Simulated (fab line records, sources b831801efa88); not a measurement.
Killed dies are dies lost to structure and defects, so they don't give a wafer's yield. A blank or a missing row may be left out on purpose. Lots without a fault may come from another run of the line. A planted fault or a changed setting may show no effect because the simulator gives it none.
Which tool did it? | flow gf180mcu | 11 lots, 33 wafers sampled, at 2 steps of a route of 602

WHAT THE GAUGES READ, wafer by wafer
GF_V4_RS_MEAS_24: measures by four-point-probe.
lot  | measured     | on            | V4_W_RS (ohm/sq)
L269 | day 24 02:04 | film_metro-01 | 0.331 0.334 0.329
L271 | day 25 15:40 | film_metro-02 | 0.330 0.324 0.321
L273 | day 26 01:29 | film_metro-03 | 0.322 0.324 0.321
L274 | day 26 05:38 | film_metro-01 | 0.318 0.327 0.326
L275 | day 26 12:35 | film_metro-03 | 0.320 0.326 0.318
L279 | day 27 19:34 | film_metro-01 | 0.220 0.223 0.327
L280 | day 28 04:52 | film_metro-02 | 0.324 0.222 0.325
L281 | day 28 06:07 | film_metro-03 | 0.219 0.223 0.222
L287 | day 30 12:58 | film_metro-02 | 0.332 0.327 0.330
L288 | day 30 16:21 | film_metro-02 | 0.327 0.326 0.324
L290 | day 31 01:56 | film_metro-03 | 0.327 0.332 0.327

WHICH TOOL RAN EACH LOT (tool, then ch and the chambers of the sampled wafers, then the start)
lot  | GF_V4_CVD_23
L269 | cvd_w-01 ch 1, day 24 01:54
L271 | cvd_w-02 ch 0,1, day 25 15:32
L273 | cvd_w-01 ch 0, day 26 01:23
L274 | cvd_w-02 ch 1, day 26 05:31
L275 | cvd_w-01 ch 0,1, day 26 12:28
L279 | cvd_w-01 ch 0,1, day 27 19:25
L280 | cvd_w-01 ch 0,1, day 28 04:46
L281 | cvd_w-01 ch 1, day 28 05:53
L287 | cvd_w-01 ch 1, day 30 12:46
L288 | cvd_w-02 ch 0,1, day 30 16:14
L290 | cvd_w-01 ch 1, day 31 01:43
- GF_V4_CVD_23: deposits W, target thk 350 nm, time 104.9 s.

THE ANSWER, worked out from the rows above alone
Rule: what is usual is taken from the lots themselves. Put in order of their means at a reading, lots are off if they are a third of the lots or fewer, leave a main group of 4 or more, and stand apart from it by a gap of 3 or more times the standard deviation of the main group's means; of several such gaps the widest counts. A main group whose means are all the same, to the digits that the tables above print for the reading, isn't used. A lot without any number at a reading at which 4 lots or more have one is off too. The other lots that the step has rows for count as sound.
Off: L279, L280, L281, at GF_V4_RS_MEAS_24 (V4_W_RS). The main group: mean 0.326 ohm/sq, standard deviation 0.0034.
A tool fits if, at a process step before that reading, it ran every lot that is off, and no sound lot after the first of them. The gauges at GF_V4_RS_MEAS_24 are tried like those tools. None of those tried fits.

WHAT THE SIMULATOR HAD PUT IN
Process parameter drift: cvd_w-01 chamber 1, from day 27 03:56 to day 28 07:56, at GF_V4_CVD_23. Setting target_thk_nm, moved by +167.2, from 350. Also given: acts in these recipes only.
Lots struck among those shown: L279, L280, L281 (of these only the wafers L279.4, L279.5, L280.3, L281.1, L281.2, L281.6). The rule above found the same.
